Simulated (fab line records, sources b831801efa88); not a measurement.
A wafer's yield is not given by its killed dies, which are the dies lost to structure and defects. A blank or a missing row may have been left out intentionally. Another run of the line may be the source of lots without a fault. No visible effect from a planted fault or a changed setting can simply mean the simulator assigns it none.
Which of the tools did it? || flow sky130 || 12 lots (36 wafers sampled), 1 step of a 708-step route

## WHAT THE GAUGES SHOWED, per wafer
SKY_VT_ADJUST_LVTN_OVL_MEAS_07.
{"lot": "L075", "measured": "day 7 07:55", "on": "overlay-01", "VT_ADJUST_LVTN_OVL (nm)": "0.1 -2.5 -1.1"}
{"lot": "L077", "measured": "day 7 23:35", "on": "overlay-01", "VT_ADJUST_LVTN_OVL (nm)": "0.0 1.7 -2.2"}
{"lot": "L079", "measured": "day 8 07:49", "on": "overlay-02", "VT_ADJUST_LVTN_OVL (nm)": "-2.8 -3.8 -4.3"}
{"lot": "L081", "measured": "day 8 18:14", "on": "overlay-01", "VT_ADJUST_LVTN_OVL (nm)": "-0.8 -2.5 -1.1"}
{"lot": "L083", "measured": "day 9 10:49", "on": "overlay-02", "VT_ADJUST_LVTN_OVL (nm)": "-0.8 -1.3 -3.0"}
{"lot": "L085", "measured": "day 9 20:31", "on": "overlay-02", "VT_ADJUST_LVTN_OVL (nm)": "0.3 2.2 -0.5"}
{"lot": "L087", "measured": "day 10 09:07", "on": "overlay-01", "VT_ADJUST_LVTN_OVL (nm)": "-2.2 -0.4 -0.5"}
{"lot": "L089", "measured": "day 10 22:31", "on": "overlay-02", "VT_ADJUST_LVTN_OVL (nm)": "-0.2 -1.4 0.3"}
{"lot": "L092", "measured": "day 11 21:16", "on": "overlay-02", "VT_ADJUST_LVTN_OVL (nm)": "-0.8 -4.6 -3.2"}
{"lot": "L093", "measured": "day 12 02:55", "on": "overlay-01", "VT_ADJUST_LVTN_OVL (nm)": "-2.3 -3.0 -1.0"}
{"lot": "L096", "measured": "day 13 01:28", "on": "overlay-02", "VT_ADJUST_LVTN_OVL (nm)": "-0.5 -0.5 -1.1"}
{"lot": "L097", "measured": "day 13 15:59", "on": "overlay-01", "VT_ADJUST_LVTN_OVL (nm)": "-0.7 -2.3 -1.8"}

## EACH LOT AND THE TOOL THAT RAN IT (in order: tool; ch and the chambers of the sampled wafers; start)
The record holds no process step before these readings.

## THE ANSWER, worked out from the rows above alone
Rule: usual is defined by the lots themselves. Put in order of their means at a reading, lots are off if they are a third of the lots or fewer, leave a main group of 4 or more, and stand apart from it by a gap of 3 or more times the standard deviation of the main group's means; of several such gaps the widest counts. If all means in a main group match to the digits the tables above print for the reading, that group is not used. A lot without any number at a reading at which 4 lots or more have one is off too. All remaining lots with rows at the step are treated as sound.
No lot is off on any of the readings shown, so nothing can be concluded from this.

## WHAT THE SIMULATOR HAD PUT IN
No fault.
